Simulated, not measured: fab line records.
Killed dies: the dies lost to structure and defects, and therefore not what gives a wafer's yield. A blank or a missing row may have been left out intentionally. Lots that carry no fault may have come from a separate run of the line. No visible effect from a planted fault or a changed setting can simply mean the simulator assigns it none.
One fault seen from 2 desks | flow sfq_line | what lay behind the numbers comes last; until then each desk has only its own

FOR THE TOOL OWNER'S DESK: rie_diel-04
The tool's own readings at SFQ_TRILAYER_I1_VIA_BARC_OPEN_VIA_ETCH_071 (etches BARC in O2, target depth 125 nm, time 41.7 s): means of the sampled wafers that have a number, for each lot that ran on this tool. If a lot's mean is further than 4 standard deviations from the usual mean, the lot is out of limits and carries the mark OUT (the distance appears in the brackets).
Columns: A = chamber_pressure_mTorr at SFQ_TRILAYER_I1_VIA_BARC_OPEN_VIA_ETCH_071, usual 30.003 mTorr; B = drypump_motor_current_A at SFQ_TRILAYER_I1_VIA_BARC_OPEN_VIA_ETCH_071, usual 5.8 A; C = oes_product_au at SFQ_TRILAYER_I1_VIA_BARC_OPEN_VIA_ETCH_071, usual 0.687 a.u.; D = run_length_s at SFQ_TRILAYER_I1_VIA_BARC_OPEN_VIA_ETCH_071, usual 70.0 s
lot  | first seen here | A      | B   | C               | D
L782 | day 30 13:28    | 30.008 | 6.1 | 0.686           | 70.0
L788 | day 34 04:52    | 29.990 | 5.9 | 0.733 (+10) OUT | 66.9 (-8.4) OUT
Finding of this desk: L788 out of limits; the first was L788 at day 34 04:52, on oes_product_au at SFQ_TRILAYER_I1_VIA_BARC_OPEN_VIA_ETCH_071. L782 stayed within limits.

FROM THE METROLOGY DESK
Means of the sampled wafers that have a number, per lot and without regard to the tool the lot ran on: this is what the gauges read. If a lot's mean is further than 4 standard deviations from the usual mean, the lot is out of limits and carries the mark OUT (the distance appears in the brackets).
Columns: A = I1_BOW at SFQ_I1_BOW_MEAS_912, usual 0 um; B = I1_OVL at SFQ_I1_OVL_MEAS_913, usual 0 nm
lot  | first seen here | A   | B
L777 | day 11 09:09    | 7   | 7
L782 | day 23 16:59    | -13 | 5
L788 | day 27 21:00    | -2  | -8
L791 | day 28 16:11    | 1   | 5
L797 | day 29 07:48    | -8  | 6
Finding of this desk: none of the 5 lots has anything out of limits.

TAKEN TOGETHER
An alarm could have come from the tool owner's desk at day 34 04:52, on L788.
The metrology desk saw nothing out of limits.
The metrology desk holds a record of L788, inside its limits.
The lots listed all ran SFQ_TRILAYER_I1_VIA_BARC_OPEN_VIA_ETCH_071 on rie_diel-04.

WHAT HAD BEEN PUT IN BY THE SIMULATOR
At SFQ_TRILAYER_I1_VIA_BARC_OPEN_VIA_ETCH_071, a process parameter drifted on rie_diel-04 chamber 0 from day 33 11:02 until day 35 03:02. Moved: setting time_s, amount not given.
Shown lots that were struck: L788.
How many hours passed from the start of the fault until each desk's first out-of-limits reading: the tool owner's desk, 18.
